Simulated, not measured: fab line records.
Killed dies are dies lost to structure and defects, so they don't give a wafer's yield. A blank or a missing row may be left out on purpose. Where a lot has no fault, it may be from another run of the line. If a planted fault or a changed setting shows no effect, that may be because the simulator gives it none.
fab line records	flow sky130	part 1 of 2: steps 1 to 30 of 31
record lots=7	wafers=21	last_day=50
route steps=708 shown FIELD_ISO@1 PAD_OPEN@708
lots that met no fault: from a run of the same line without faults
start_h: hours from the record's opening day to when the first of the lot's shown wafers began	wait_h: time in hours since the lot's previous step	" unchanged from the row above	L1.1+2: several wafers, shown together as one row	- no value, or no start given	* or withheld: withheld	< > ~ a bound
route shown NAME@n: a module of which the file shows steps, and the number in the route of the first	usual: mean/standard deviation of fault-free wafers	same: alike in all rows	chamber/n: place in a boat	sites: per-site readings	_std_site: the standard deviation of these	_edge_site: mean of outer sites minus mean of inner sites	radius_mm: how far each site lies from the wafer's centre	mask NAME#n: copy n	behind: the last tool/chamber to shape the wafer	hold: why the lot was held/for how many hours/how that ended	device: whichever transistor did not switch (one of n, p or np)	end of line: the same wafers' tests at the end of the route	a step with no rows: only its recipe	killed: the dies lost at the first sort to structure and to defects; this is not the yield of the wafer	map: dies across one wafer; x = killed, . = not, _ = none there
set.NAME: setting as actually run; set.NAME@STEP: the setting as run at that earlier step	model.NAME: the simulator's own value behind a step, which no gauge read
a table for each step, a row for each wafer; lots at some steps of the route
services: a tool's chamber out of use, with start hour (start_h, from the record's first day; less than 0 if before it), hours out, and reason
## steps
# step SKY_FIELD_ISO_BOW_MEAS_00
# recipe mode=bow
# usual INCOMING_BOW=-1/6.5
lot.wafer	tool	chamber	start_h	wait_h	INCOMING_BOW[um]
L410.2	film_metro-04	-	10.02	-	-10
L410.3	"	-	"	"	10
L410.4	"	-	"	"	15
L412.3	film_metro-02	-	20.04	-	10
L412.5	"	-	"	"	5
L412.6	"	-	"	"	-12
L418.2	film_metro-04	-	50.02	-	4
L418.3	"	-	"	"	-1
L418.6	"	-	"	"	-6
L419.3	film_metro-04	-	55.04	-	-5
L419.5	"	-	"	"	6
L419.6	"	-	"	"	2
L420.1	film_metro-04	-	60.00	-	4
L420.3	"	-	"	"	4
L420.6	"	-	"	"	-11
L432.1	film_metro-04	-	120.00	-	-1
L432.2	"	-	"	"	-7
L432.6	"	-	"	"	9
L433.3	film_metro-02	-	125.04	-	-7
L433.4	"	-	"	"	-4
L433.5	"	-	"	"	-7
# step SKY_FIELD_ISO_OXIDATION_01
# recipe temp_c=900	ambient=O2	stabilise_s=600	purge_s=300	target_thk_a=120	ox_time_s=1843
# step SKY_FIELD_ISO_THK_MEAS_02
# recipe reads=SiO2_of_FIELD_ISO_OXIDATION_01
# usual FIELD_ISO_OXIDATION_00_THK=12.04/0.21
lot.wafer	tool	chamber	start_h	wait_h	FIELD_ISO_OXIDATION_00_THK[nm]
L410.2	film_metro-02	-	11.64	0.0	11.90
L410.3	"	-	"	"	11.80
L410.4	"	-	"	"	11.82
L412.3	film_metro-04	-	21.96	0.0	11.99
L412.5	"	-	"	"	12.06
L412.6	"	-	"	"	11.98
L418.2	film_metro-02	-	52.78	0.0	12.29
L418.3	"	-	"	"	12.48
L418.6	"	-	"	"	12.43
L419.3	film_metro-02	-	56.95	0.0	12.03
L419.5	"	-	"	"	12.09
L419.6	"	-	"	"	12.16
L420.1	film_metro-03	-	61.63	0.0	11.78
L420.3	"	-	"	"	11.98
L420.6	"	-	"	"	11.86
L432.1	film_metro-04	-	122.39	0.0	12.03
L432.2	"	-	"	"	12.03
L432.6	"	-	"	"	11.96
L433.3	film_metro-04	-	126.65	0.0	12.24
L433.4	"	-	"	"	11.82
L433.5	"	-	"	"	12.02
# step SKY_FIELD_ISO_CVD_03
# recipe material=Si3N4	precursor=DCS/NH3	target_thk_nm=165	temp_c=770	time_s=2830	pressure_mtorr=250
# usual pressure_mtorr=250.0/0.44
lot.wafer	tool	chamber	start_h	wait_h	pressure_mtorr	model.Si3N4_of_FIELD_ISO_CVD_03.thk_nm
L410.2	lpcvd-02	1	11.69	0.0	249.5	164.2
L410.3	"	1	"	"	249.5	165.2
L410.4	"	1	"	"	249.6	164.3
L412.3	lpcvd-02	1	25.47	3.5	249.8	163.6
L412.5	"	1	"	"	250.5	162.8
L412.6	"	1	"	"	250.2	162.7
L418.2	lpcvd-02	1	52.83	0.0	200.6	156.2
L418.3	"	1	"	"	200.2	155.9
L418.6	"	1	"	"	200.9	154.7
L419.3	lpcvd-02	0	56.99	0.0	200.2	156
L419.5	"	0	"	"	200.0	155.2
L419.6	"	0	"	"	199.7	156.3
L420.1	lpcvd-02	1	61.69	0.1	200.4	154
L420.3	"	1	"	"	200.1	154.6
L420.6	"	1	"	"	200.0	153.7
L432.1	lpcvd-02	0	126.42	4.0	250.5	164.9
L432.2	"	0	"	"	249.7	164.6
L432.6	"	0	"	"	250.0	164.9
L433.3	lpcvd-02	0	130.91	4.2	249.5	165.6
L433.4	"	0	"	"	250.0	163.3
L433.5	"	0	"	"	250.4	163.6
# step SKY_FIELD_ISO_THK_MEAS_04
# recipe reads=Si3N4_of_FIELD_ISO_CVD_03
# usual FIELD_ISO_CVD_03_THK=164.2/1.2
lot.wafer	tool	chamber	start_h	wait_h	FIELD_ISO_CVD_03_THK[nm]
L410.2	film_metro-04	-	13.49	0.0	164.3
L410.3	"	-	"	"	165.2
L410.4	"	-	"	"	164.3
L412.3	film_metro-04	-	28.17	0.0	163.6
L412.5	"	-	"	"	162.8
L412.6	"	-	"	"	162.6
L418.2	film_metro-04	-	54.63	0.0	156.3
L418.3	"	-	"	"	155.8
L418.6	"	-	"	"	154.7
L419.3	film_metro-02	-	58.80	0.0	155.9
L419.5	"	-	"	"	155.3
L419.6	"	-	"	"	156.3
L420.1	film_metro-03	-	63.48	0.0	154.0
L420.3	"	-	"	"	154.6
L420.6	"	-	"	"	153.8
L432.1	film_metro-02	-	129.10	0.0	165.0
L432.2	"	-	"	"	164.6
L432.6	"	-	"	"	164.9
L433.3	film_metro-03	-	133.61	0.0	165.6
L433.4	"	-	"	"	163.4
L433.5	"	-	"	"	163.7
# step SKY_FIELD_ISO_DEHYDRATE_05
# recipe temp_c=200	time_s=60
# step SKY_FIELD_ISO_HMDS_06
# recipe prime_time_s=60	prime_temp_c=120
# step SKY_FIELD_ISO_COAT_07
# recipe resist=BARC	temp_c=withheld	time_s=withheld	spin_rpm=3000	resist_thk_nm=60
# step SKY_FIELD_ISO_COAT_08
# recipe resist=KrF-thick	spin_rpm=3000	resist_thk_nm=450
# step SKY_FIELD_ISO_SOFTBAKE_09
# recipe temp_c=100	time_s=90	resist=KrF-thick
# step SKY_FIELD_ISO_EXPOSE_10
# recipe mask_id=FOM	na=0.68	source_shape=annular	sigma_inner=0.4	sigma_outer=0.8	target_cd_nm=150	dose_mj=28
# step SKY_FIELD_ISO_PEB_11
# recipe peb_temp_c=withheld	peb_time_s=withheld	resist=KrF-thick
# step SKY_FIELD_ISO_DEVELOP_12
# recipe develop_time_s=60	resist=KrF-thick	dev_temp_c=21
# step SKY_FIELD_ISO_CD_MEAS_13
# recipe target_cd_nm=150
# usual cd_nm=149.8/1.6
lot.wafer	tool	chamber	start_h	wait_h	cd_nm
L410.2	cd_sem-02	-	27.74	-	149.7
L410.3	"	-	"	"	150.3
L410.4	"	-	"	"	149.9
L412.3	cd_sem-01	-	42.47	-	148.6
L412.5	"	-	"	"	148.8
L412.6	"	-	"	"	149.1
L418.2	cd_sem-02	-	70.71	-	152.3
L418.3	"	-	"	"	149.6
L418.6	"	-	"	"	149.9
L419.3	cd_sem-02	-	75.07	-	152.1
L419.5	"	-	"	"	151.5
L419.6	"	-	"	"	152.1
L420.1	cd_sem-02	-	79.98	-	150.7
L420.3	"	-	"	"	149.7
L420.6	"	-	"	"	149.1
L432.1	cd_sem-01	-	147.69	-	146.4
L432.2	"	-	"	"	147.3
L432.6	"	-	"	"	148.0
L433.3	cd_sem-01	-	152.92	-	150.5
L433.4	"	-	"	"	150.2
L433.5	"	-	"	"	149.9
# step SKY_FIELD_ISO_ETCH_14
# recipe chemistry=N2/H2	target=BARC	ion_energy_ev=200	source_w=500	bias_w=100	pressure_mtorr=30	n2_flow_sccm=100	h2_flow_sccm=200	stop_on=SiO2	time_s=45.9	target_depth_a=600
# usual drypump_motor_current_A=5.7/0.4	n2_flow_sccm=100.0/0.31	oes_product_au=0.856/0.0044	throttle_valve_pct=13.224/0.009
lot.wafer	tool	chamber	start_h	wait_h	drypump_motor_current_A	n2_flow_sccm	oes_product_au	rf_hours_counter_h	throttle_valve_pct
L410.2	rie_diel-03	0	27.84	0.1	5.3	100.1	0.855	122	13.224
L410.3	"	3	"	"	5.1	100.3	0.855	69	13.224
L410.4	"	2	"	"	6.0	100.1	0.863	26	13.222
L412.3	rie_diel-04	3	42.55	0.1	5.8	100.2	0.857	63	13.218
L412.5	"	3	"	"	5.8	100.2	0.859	-	13.220
L412.6	"	0	"	"	6.0	99.6	0.855	-	13.230
L418.2	rie_diel-01	3	70.81	0.1	5.0	100.0	0.856	98	13.218
L418.3	"	1	"	"	6.2	100.3	0.864	71	13.211
L418.6	"	3	"	"	5.0	100.0	0.855	-	13.208
L419.3	rie_diel-04	3	75.15	0.1	5.9	99.9	0.858	64	13.221
L419.5	"	0	"	"	6.0	100.1	0.850	-	13.219
L419.6	"	3	"	"	5.9	100.1	0.857	-	13.217
L420.1	rie_diel-04	0	80.10	0.1	6.0	100.4	0.858	162	13.222
L420.3	"	2	"	"	5.5	99.8	0.856	77	13.205
L420.6	"	0	"	"	6.0	99.8	0.850	-	13.231
L432.1	rie_diel-01	0	147.81	0.1	5.4	99.8	0.857	89	13.221
L432.2	"	1	"	"	6.2	99.9	0.861	72	13.224
L432.6	"	1	"	"	6.1	99.6	0.856	-	13.228
L433.3	rie_diel-03	3	153.00	0.1	5.0	100.1	0.860	71	13.229
L433.4	"	1	"	"	5.6	100.2	0.856	2	13.224
L433.5	"	0	"	"	5.3	100.2	0.856	-	13.220
# step SKY_FIELD_ISO_ETCH_15
# recipe chemistry=CHF3/O2	target_depth_nm=180	stop_on=Si	source_w=600	bias_w=200	pressure_mtorr=40	chf3_flow_sccm=50	O2_flow_sccm=5	time_s=72
# usual drypump_motor_current_A=5.7/0.4	oes_product_au=0.943/0.0059	throttle_valve_pct=8.844/0.01
lot.wafer	tool	chamber	start_h	wait_h	drypump_motor_current_A	oes_product_au	rf_hours_counter_h	throttle_valve_pct	model.etch.depth_nm
L410.2	rie_diel-03	0	27.88	0.0	5.3	0.946	122	8.830	164.2
L410.3	"	3	"	"	5.1	0.941	69	8.851	165.2
L410.4	"	2	"	"	6.0	0.948	26	8.846	164.3
L412.3	rie_diel-04	3	42.59	0.0	5.8	0.942	63	8.857	163.6
L412.5	"	3	"	"	5.9	0.934	-	8.837	162.8
L412.6	"	0	"	"	6.0	0.940	-	8.848	162.7
L418.2	rie_diel-01	3	70.85	0.0	5.0	0.915	98	8.832	156.2
L418.3	"	1	"	"	6.2	0.912	71	8.819	155.9
L418.6	"	3	"	"	5.0	0.906	-	8.822	154.7
L419.3	rie_diel-04	3	75.19	0.0	5.8	0.914	64	8.842	156
L419.5	"	0	"	"	6.0	0.911	-	8.839	155.2
L419.6	"	3	"	"	5.8	0.914	-	8.838	156.3
L420.1	rie_diel-04	0	80.14	0.0	6.0	0.910	162	8.837	154
L420.3	"	2	"	"	5.6	0.903	77	8.830	154.6
L420.6	"	0	"	"	6.0	0.897	-	8.820	153.7
L432.1	rie_diel-01	0	147.85	0.0	5.3	0.950	89	8.852	164.9
L432.2	"	1	"	"	6.2	0.944	72	8.856	164.6
L432.6	"	1	"	"	6.1	0.945	-	8.848	164.9
L433.3	rie_diel-03	3	153.04	0.0	5.0	0.949	71	8.862	165.6
L433.4	"	1	"	"	5.6	0.938	2	8.851	163.3
L433.5	"	0	"	"	5.3	0.942	-	8.821	163.6
# step SKY_FIELD_ISO_STRIP_16
# recipe chemistry=O2/N2	power_w=1400	pressure_mtorr=1500	platen_temp_c=withheld	o2_flow_sccm=3000	n2_flow_sccm=300	overash_fraction=0.5
# usual drypump_motor_current_A=5.6/0.54	n2_flow_sccm=300.0/0.86	oes_product_au=0.377/0.0045	strip_time_to_endpoint_s=3.542/0.029
# same overash_fraction=0.5
lot.wafer	tool	chamber	start_h	wait_h	drypump_motor_current_A	n2_flow_sccm	oes_product_au	rf_hours_counter_h	strip_time_to_endpoint_s
L410.2	plasma_asher-04	1	27.93	0.0	5.8	299.8	0.376	35	3.597
L410.3	"	0	"	"	5.6	300.0	0.379	-	3.574
L410.4	"	1	"	"	5.8	298.5	0.381	-	3.633
L412.3	plasma_asher-04	0	42.68	0.1	5.6	299.7	0.385	-	3.569
L412.5	"	0	"	"	5.6	301.7	0.381	-	3.591
L412.6	"	1	"	"	5.8	299.7	0.385	-	3.592
L418.2	plasma_asher-01	1	70.91	0.0	5.8	299.5	0.381	27	3.563
L418.3	"	1	"	"	5.8	299.0	0.382	-	3.582
L418.6	"	0	"	"	5.2	299.8	0.376	-	3.557
L419.3	plasma_asher-02	1	75.28	0.1	4.9	300.7	0.382	-	3.556
L419.5	"	1	"	"	4.9	300.2	0.382	-	3.573
L419.6	"	0	"	"	6.4	299.8	0.374	-	3.536
L420.1	plasma_asher-04	0	80.20	0.0	5.6	299.0	0.375	40	3.573
L420.3	"	1	"	"	5.8	302.2	0.376	-	3.529
L420.6	"	1	"	"	5.8	300.9	0.381	-	3.561
L432.1	plasma_asher-02	1	147.91	0.0	4.9	299.3	0.377	45	3.553
L432.2	"	0	"	"	6.4	300.5	0.386	45	3.539
L432.6	"	0	"	"	6.4	300.2	0.372	-	3.555
L433.3	plasma_asher-02	0	153.13	0.1	6.4	300.3	0.373	-	3.568
L433.4	"	1	"	"	4.9	300.1	0.382	-	3.574
L433.5	"	0	"	"	6.4	299.8	0.381	-	3.569
# step SKY_FIELD_ISO_ETCH_17
# recipe target_depth_a=3420	mask_material=Si3N4	chemistry=HBr/Cl2/O2	target=Si	taper_deg=5	icp_w=600	bias_w=150	pressure_mtorr=15	HBr_flow_sccm=150	Cl2_flow_sccm=40	O2_flow_sccm=6	time_s=97.7
# usual drypump_motor_current_A=5.5/0.44	oes_product_au=1.001/0.0077	throttle_valve_pct=25.656/0.0098
lot.wafer	tool	chamber	start_h	wait_h	drypump_motor_current_A	oes_product_au	rf_hours_counter_h	throttle_valve_pct
L410.2	rie_si-02	1	28.03	0.1	5.2	1.011	78	25.647
L410.3	"	3	"	"	6.3	1.006	138	25.661
L410.4	"	2	"	"	5.4	0.999	94	25.661
L412.3	rie_si-02	1	42.75	0.0	5.2	1.010	78	25.649
L412.5	"	2	"	"	5.4	1.005	-	25.669
L412.6	"	3	"	"	6.3	1.009	-	25.660
L418.2	rie_si-01	0	71.01	0.1	5.1	1.010	3	25.655
L418.3	"	1	"	"	5.0	1.007	53	25.647
L418.6	"	3	"	"	5.5	0.988	-	25.679
L419.3	rie_si-02	3	75.35	0.0	6.3	0.989	138	25.659
L419.5	"	1	"	"	5.2	1.008	-	25.638
L419.6	"	2	"	"	5.4	0.991	-	25.659
L420.1	rie_si-01	3	80.30	0.1	5.5	0.998	72	25.641
L420.3	"	2	"	"	6.2	1.003	19	25.634
L420.6	"	1	"	"	5.0	1.016	-	25.666
L432.1	rie_si-01	3	148.01	0.1	5.5	1.004	73	25.655
L432.2	"	2	"	"	6.1	1.006	20	25.654
L432.6	"	2	"	"	6.1	1.007	-	25.656
L433.3	rie_si-02	3	153.20	0.0	6.3	1.001	0	25.655
L433.4	"	2	"	"	5.4	0.997	95	25.651
L433.5	"	2	"	"	5.4	0.987	-	25.658
# step SKY_FIELD_ISO_WET_ETCH_18
# recipe chemistry=H3PO4	target_depth_nm=25	temp_c=160	target=Si3N4	time_s=286
# step SKY_FIELD_ISO_CLEAN_19
# recipe chemistry=SC1/SC2	mix=1:4:20	temp_c=70	time_s=150
# step SKY_FIELD_ISO_CLEAN_20
# recipe chemistry=dHF	time_s=20	dilution=100:1
# step SKY_FIELD_ISO_WET_ETCH_21
# recipe chemistry=dHF	dilution=100:1	target_depth_nm=20	dry=ipa_marangoni	target=SiO2	temp_c=25	time_s=400
# step SKY_FIELD_ISO_OXIDATION_22
# recipe temp_c=950	ambient=O2	stabilise_s=600	purge_s=300	target_thk_a=100	ox_time_s=623
# step SKY_FIELD_ISO_THK_MEAS_23
# recipe reads=SiO2_of_FIELD_ISO_OXIDATION_22
# usual FIELD_ISO_OXIDATION_01_THK=9.92/0.15
lot.wafer	tool	chamber	start_h	wait_h	FIELD_ISO_OXIDATION_01_THK[nm]
L410.2	film_metro-02	-	29.56	0.0	9.85
L410.3	"	-	"	"	10.00
L410.4	"	-	"	"	10.05
L412.3	film_metro-02	-	44.33	0.0	9.69
L412.5	"	-	"	"	9.66
L412.6	"	-	"	"	9.79
L418.2	film_metro-04	-	74.84	0.0	10.03
L418.3	"	-	"	"	9.92
L418.6	"	-	"	"	9.98
L419.3	film_metro-03	-	77.75	0.0	9.72
L419.5	"	-	"	"	9.75
L419.6	"	-	"	"	9.76
L420.1	film_metro-02	-	82.81	0.0	10.22
L420.3	"	-	"	"	10.05
L420.6	"	-	"	"	10.04
L432.1	film_metro-03	-	149.53	0.0	9.92
L432.2	"	-	"	"	9.98
L432.6	"	-	"	"	10.03
L433.3	film_metro-04	-	154.78	0.0	9.86
L433.4	"	-	"	"	9.88
L433.5	"	-	"	"	9.85
# step SKY_FIELD_ISO_CVD_24
# recipe material=SiO2	target_thk_nm=595	temp_c=650	sigma_open_frac=0.3	time_s=99.2	sih4_flow_sccm=60	pressure_mtorr=6
# step SKY_FIELD_ISO_THK_MEAS_25
# recipe reads=SiO2_of_FIELD_ISO_CVD_24
# usual FIELD_ISO_CVD_24_THK=595/4.9
lot.wafer	tool	chamber	start_h	wait_h	FIELD_ISO_CVD_24_THK[nm]
L410.2	film_metro-04	-	29.69	0.0	598
L410.3	"	-	"	"	590
L410.4	"	-	"	"	597
L412.3	film_metro-04	-	44.46	0.1	587
L412.5	"	-	"	"	599
L412.6	"	-	"	"	586
L418.2	film_metro-04	-	75.01	0.1	602
L418.3	"	-	"	"	593
L418.6	"	-	"	"	593
L419.3	film_metro-04	-	77.89	0.1	595
L419.5	"	-	"	"	604
L419.6	"	-	"	"	598
L420.1	film_metro-03	-	82.94	0.0	596
L420.3	"	-	"	"	596
L420.6	"	-	"	"	601
L432.1	film_metro-02	-	149.72	0.0	593
L432.2	"	-	"	"	592
L432.6	"	-	"	"	588
L433.3	film_metro-03	-	154.92	0.1	592
L433.4	"	-	"	"	595
L433.5	"	-	"	"	594
# step SKY_FIELD_ISO_ANNEAL_26
# recipe temp_c=1000	time_s=1800	ambient=N2
# step SKY_FIELD_ISO_CMP_27
# recipe stop_on=Si3N4	t_overpolish_s=16	down_force_psi=4	platen_rpm=60	target_thk_nm=457.8	pad_velocity_m_s=0.94248
# usual edge_zone_pressure_frac=1.000/0.0052	motor_current_A=12.7/1.2
lot.wafer	tool	chamber	start_h	wait_h	edge_zone_pressure_frac	motor_current_A
L410.4	cmp-02	2	32.58	0.0	1.002	15.0
L410.3	"	0	"	"	0.993	13.5
L410.2	"	1	"	"	1.005	14.2
L412.3	cmp-01	1	46.25	0.2	0.992	12.8
L412.5	"	3	"	"	1.000	10.9
L412.6	"	0	"	"	1.000	11.0
L418.3	cmp-01	3	76.56	0.0	0.995	10.9
L418.2	"	0	"	"	0.996	11.5
L418.6	"	0	"	"	0.996	11.3
L419.3	cmp-01	3	79.48	0.1	1.004	10.9
L419.6	"	2	"	"	0.996	11.0
L419.5	"	3	"	"	0.997	11.4
L420.1	cmp-02	1	85.70	0.1	0.986	14.0
L420.3	"	2	"	"	1.006	13.8
L420.6	"	1	"	"	0.987	13.6
L432.2	cmp-01	1	151.28	0.0	0.999	12.4
L432.1	"	3	"	"	1.008	10.8
L432.6	"	1	"	"	0.999	12.9
L433.3	cmp-02	3	156.46	0.0	0.992	12.4
L433.4	"	0	"	"	1.003	12.9
L433.5	"	0	"	"	1.002	12.7
# step SKY_FIELD_ISO_WET_ETCH_28
# recipe chemistry=dHF	target_depth_nm=23.7	target=SiO2	dilution=10:1	temp_c=25	time_s=47
lot.wafer	tool	chamber	start_h	wait_h	model.Si3N4_of_FIELD_ISO_CVD_03.thk_nm
L410.2	wet_bench-02	0	32.88	0.1	116.9
L410.3	"	0	"	"	117.9
L410.4	"	0	"	"	117.2
L412.3	wet_bench-02	3	46.45	0.1	118
L412.5	"	3	"	"	117.4
L412.6	"	3	"	"	117.1
L418.2	wet_bench-01	0	76.86	0.2	108.6
L418.3	"	0	"	"	108.2
L418.6	"	0	"	"	107.4
L419.3	wet_bench-01	0	79.73	0.2	109.9
L419.5	"	0	"	"	109.3
L419.6	"	0	"	"	110.6
L420.1	wet_bench-02	1	85.95	0.2	107.6
L420.3	"	1	"	"	108.1
L420.6	"	1	"	"	106.9
L432.1	wet_bench-02	1	151.58	0.1	118.5
L432.2	"	1	"	"	118.2
L432.6	"	1	"	"	118.6
L433.3	wet_bench-01	0	156.76	0.2	119.7
L433.4	"	0	"	"	117.6
L433.5	"	0	"	"	117.8
# step SKY_FIELD_ISO_WET_ETCH_29
# recipe chemistry=H3PO4	target_depth_nm=160	target=Si3N4	temp_c=160	time_s=1825
## key
first_sign step=SKY_FIELD_ISO_CVD_03	reading=pressure_mtorr	direction=down	sigmas=99+	usual=250.0	struck=200.2
effect step=SKY_FIELD_ISO_THK_MEAS_04	reading=FIELD_ISO_CVD_03_THK	direction=down	sigmas=7.3	usual=164.2	struck=155.2
effect step=SKY_FIELD_ISO_ETCH_15	reading=oes_product_au	direction=down	sigmas=5.8	usual=0.943	struck=0.909
model_effect step=SKY_FIELD_ISO_CVD_03	value=Si3N4_of_FIELD_ISO_CVD_03.thk_nm	without=165.9	struck=155.2
model_effect step=SKY_FIELD_ISO_ETCH_15	value=etch.depth_nm	without=165.9	struck=155.2
model_effect step=SKY_FIELD_ISO_WET_ETCH_28	value=Si3N4_of_FIELD_ISO_CVD_03.thk_nm	without=119.2	struck=108.5
model_effect step=SKY_PAD_OPEN_PROBE_99	value=etest.cap_li_to_poly.c_af_um2	without=99.07	struck=96.13
met_at SKY_FIELD_ISO_CVD_03
struck_wafers L418.2,L418.3,L418.6,L419.3,L419.5,L419.6,L420.1,L420.3,L420.6
tester_left_out L418,L419,L420
onset_between 25.47 52.83
fault kind=process_parameter_drift	tool=lpcvd-02	chamber=-	onset_h=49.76	steps=SKY_FIELD_ISO_CVD_03	channel=pressure_mtorr	offset=-50	shape=step	end_h=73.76	acts_in=these_recipes_only	stated=250
# tester_left_out: of these lots the tester's yield and bins aren't shown, on N5 and GAA mostly nor the transistor test; their killed dies are dies lost to structure and defects alone, not to doping, threshold or leakage, so they don't give the yield
